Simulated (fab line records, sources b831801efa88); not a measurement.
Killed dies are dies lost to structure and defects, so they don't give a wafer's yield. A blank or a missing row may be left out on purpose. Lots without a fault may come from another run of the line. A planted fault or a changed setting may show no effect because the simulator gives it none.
Split-lot experiment | flow gf180mcu | 5 lots, 23 wafers read, on a route of 602 steps

THE SPLIT
At GF_V2_COAT_09 (resist thk 1000 nm), the setting resist_thk_nm was moved away from the recipe's 1000 nm on 5 of the 23 wafers read, by -4.9% to +3.7%. The other wafers ran this setting at the recipe's value.

The reading is taken at the split's own step.

THE READING
KrF_of_V2_COAT_09.thk_nm (the simulator's own value, which no gauge read), in nm, at GF_V2_COAT_09 (resist thk 1000 nm). The file gives no usual value for it. The 18 wafers here that ran the recipe average 999.7 nm, standard deviation 2.3 nm.

wafer  | tool, chamber at the split | resist_thk_nm as run, nm | against the recipe | KrF_of_V2_COAT_09.thk_nm, nm | against lot-mates on the recipe
L074.1 | litho_track-04, 0          | 1000                     | recipe             | 996.1                        | -
L074.2 | litho_track-04, 0          | 1000                     | recipe             | 996.5                        | -
L074.3 | litho_track-04, 0          | 1037                     | +3.7%              | 1031                         | +34.7
L074.4 | litho_track-04, 0          | 1037                     | +3.7%              | 1032                         | +35.7
L074.5 | litho_track-04, 0          | 1037                     | +3.7%              | 1032                         | +35.7
L076.1 | litho_track-04, 0          | 1000                     | recipe             | 996.2                        | -
L076.3 | litho_track-04, 0          | 1000                     | recipe             | 999.8                        | -
L076.4 | litho_track-04, 0          | 1000                     | recipe             | 999.4                        | -
L076.5 | litho_track-04, 0          | 1000                     | recipe             | 997.5                        | -
L076.6 | litho_track-04, 0          | 1000                     | recipe             | 998.8                        | -
L079.1 | litho_track-04, 0          | 1000                     | recipe             | 1001                         | -
L079.4 | litho_track-04, 0          | 1000                     | recipe             | 1002                         | -
L079.5 | litho_track-04, 0          | 1000                     | recipe             | 1003                         | -
L080.1 | litho_track-04, 0          | 1000                     | recipe             | 998.1                        | -
L080.2 | litho_track-04, 0          | 951.1                    | -4.9%              | 952                          | -47.6
L080.3 | litho_track-04, 0          | 951.1                    | -4.9%              | 953                          | -46.6
L080.5 | litho_track-04, 0          | 1000                     | recipe             | 999.8                        | -
L080.6 | litho_track-04, 0          | 1000                     | recipe             | 1001                         | -
L083.2 | litho_track-03, 0          | 1000                     | recipe             | 1003                         | -
L083.3 | litho_track-03, 0          | 1000                     | recipe             | 1003                         | -
L083.4 | litho_track-03, 0          | 1000                     | recipe             | 999.2                        | -
L083.5 | litho_track-03, 0          | 1000                     | recipe             | 1002                         | -
L083.6 | litho_track-03, 0          | 1000                     | recipe             | 997.5                        | -

THE FIT
A straight line over all 23 wafers: KrF_of_V2_COAT_09.thk_nm changes by +9.19 nm for each +1% of resist_thk_nm; r = +0.99; the points scatter about the line by 2.3 nm.
The same after taking each lot's own level away (the mean of its wafers on the recipe; 23 wafers): +9.6 nm for each +1%; r = +1.00; scatter 1.4 nm.
On that fit, the largest move of resist_thk_nm shifts the reading by 47 nm.
The lots' own levels span 996.30 to 1002.00 nm, that is 2.5 times the standard deviation above.
So the lot-to-lot level changes the slope little: the two slopes agree.
Check: with one of the wafers moved furthest among these (-4.9%) left out of the fit, the line predicts -46.7 nm for it against its lot-mates. It came out at -47.6 nm against them.

OTHER SPLITS ON THESE WAFERS
These wafers also went through other splits before the reading. Each is held against what the fit with the lots' levels taken away leaves over:
other split on the same wafers  | wafers away from the commonest value | r with KrF_of_V2_COAT_09.thk_nm (lot level and that fit taken away)
GF_M1_STRIP_17 o2_flow_sccm     | 8                                    | -0.09
GF_M2_SPUTTER_01 time_s         | 8                                    | -0.16
GF_M2_EXPOSE_11 dose_mj         | 5                                    | -0.11
GF_M2_DEVELOP_13 develop_time_s | 10                                   | -0.03

THE FILE'S OWN FIT
KrF_of_V2_COAT_09.thk_nm changes by +9.63 nm for each +1% of resist_thk_nm, r = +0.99.
